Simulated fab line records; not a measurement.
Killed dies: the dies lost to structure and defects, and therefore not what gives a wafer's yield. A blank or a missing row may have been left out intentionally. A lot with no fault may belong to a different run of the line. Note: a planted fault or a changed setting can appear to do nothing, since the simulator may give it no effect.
Comparing a struck lot with a sound one || flow sky130 || 15 steps out of a route of 708
Sound: wafers L894.2, L894.4, L894.6. Wafers struck: L905.1, L905.3, L905.5. Last of all comes the cause.
Per side, at each step with rows, come the tool, then ch with its chambers, and then its first start. Under that, the readings that differ: sound wafers || struck wafers || difference of the means || sigmas: that difference in standard deviations of wafers without a fault.
alike: words and numbers the same on both sides, and readings whose means are apart by under 2 such deviations; not compared: readings that were withheld, readings missing a value for some wafer, numbers with overlapping values and no deviation given by the record, and bounds like >300 which may hide the same value.
Wherever a step has rows on one side only, a row that says differs or no value, or a row with sigmas, the two part there. Numbers that have no deviation but don't overlap get no sigmas and don't part them. Lack of a reading on every wafer of one side parts them only where that side has two or more wafers.

first, 2 steps without rows for these wafers: SKY_POLY_GATE_CLEAN_19 (cleans in SC1/SC2, time 150 s); SKY_POLY_GATE_OXIDATION_20 (stabilise 600 s, purge 300 s, target thk 4 nm).
SKY_POLY_GATE_THK_MEAS_21:
  sound on film-metro-01, day 18 06:10; struck on film-metro-02, day 23 06:13
  alike: POLY_GATE_OXIDATION_THK
SKY_POLY_GATE_CD_MEAS_22:
  sound on cd-sem-01, day 18 06:21; struck on cd-sem-02, day 23 06:16
  alike: cd-nm
then, 7 steps without rows for these wafers: SKY_LDD_N_DEHYDRATE_00 (time 60 s); SKY_LDD_N_HMDS_01 (prime time 60 s); SKY_LDD_N_COAT_02 (resist thk 300 nm); SKY_LDD_N_SOFTBAKE_03 (time 60 s); SKY_LDD_N_EXPOSE_04 (exposes mask NTM, target cd 840 nm); SKY_LDD_N_PEB_05; SKY_LDD_N_DEVELOP_06 (develop time 60 s).
SKY_LDD_N_OVL_MEAS_07:
  sound on overlay-01, day 19 12:15; struck on overlay-01, day 24 12:18
{"reading": "LDD_N_OVL (nm)", "sound": "-2.3 -3.9 -2.9", "struck": "-0.1 -1.1 -0.1", "difference": "+2.6", "sigmas": "+2"}
SKY_LDD_N_IMPLANT_08:
  sound on implanter-01 ch 0, day 19 12:36; struck on implanter-02 ch 0, day 24 12:20
{"reading": "rotation-deg (degrees)", "sound": "22.970 22.984 23.005", "struck": "226.63 226.62 226.62", "difference": "+203.64", "sigmas": "+99 or more"}
following that, these wafers have no rows for 1 step: SKY_LDD_N_IMPLANT_09.
-- here the record skips 26 days between the struck wafers' starts before and after, leaving off in module LDD_N and picking up in module PAD_OPEN (first step shown: number 708 of the route) --
SKY_PAD_OPEN_PROBE_99:
  sound on prober-02, day 47 06:07; struck on prober-02, day 50 05:56
{"reading": "model.etest.nfet_01v8_lvt.vt-sat-v (V)", "sound": "0.552 0.5453 0.5458", "struck": "0.5881 0.5759 0.597", "difference": "+0.0393", "sigmas": ""}
{"reading": "model.etest.nfet_01v8.vt-sat-v (V)", "sound": "0.6564 0.653 0.6552", "struck": "0.696 0.6885 0.6955", "difference": "+0.038", "sigmas": ""}
{"reading": "model.etest.nfet_01v8_lvt.vt-v (V)", "sound": "0.6205 0.6104 0.6154", "struck": "0.6369 0.6296 0.6391", "difference": "+0.0198", "sigmas": ""}
  alike: killed_at_M0_to_M3, killed_at_M4_up, killed-at-contacts, killed-at-front-end, killed-at-other, killed-dies, killed-open, killed-short

WHERE THEY PART
Earliest at SKY_LDD_N_OVL_MEAS_07; latest, in this record, at SKY_LDD_N_IMPLANT_08. Later steps at which nothing parts them and some readings are alike: SKY_PAD_OPEN_PROBE_99.

WHY: what the simulator had put in
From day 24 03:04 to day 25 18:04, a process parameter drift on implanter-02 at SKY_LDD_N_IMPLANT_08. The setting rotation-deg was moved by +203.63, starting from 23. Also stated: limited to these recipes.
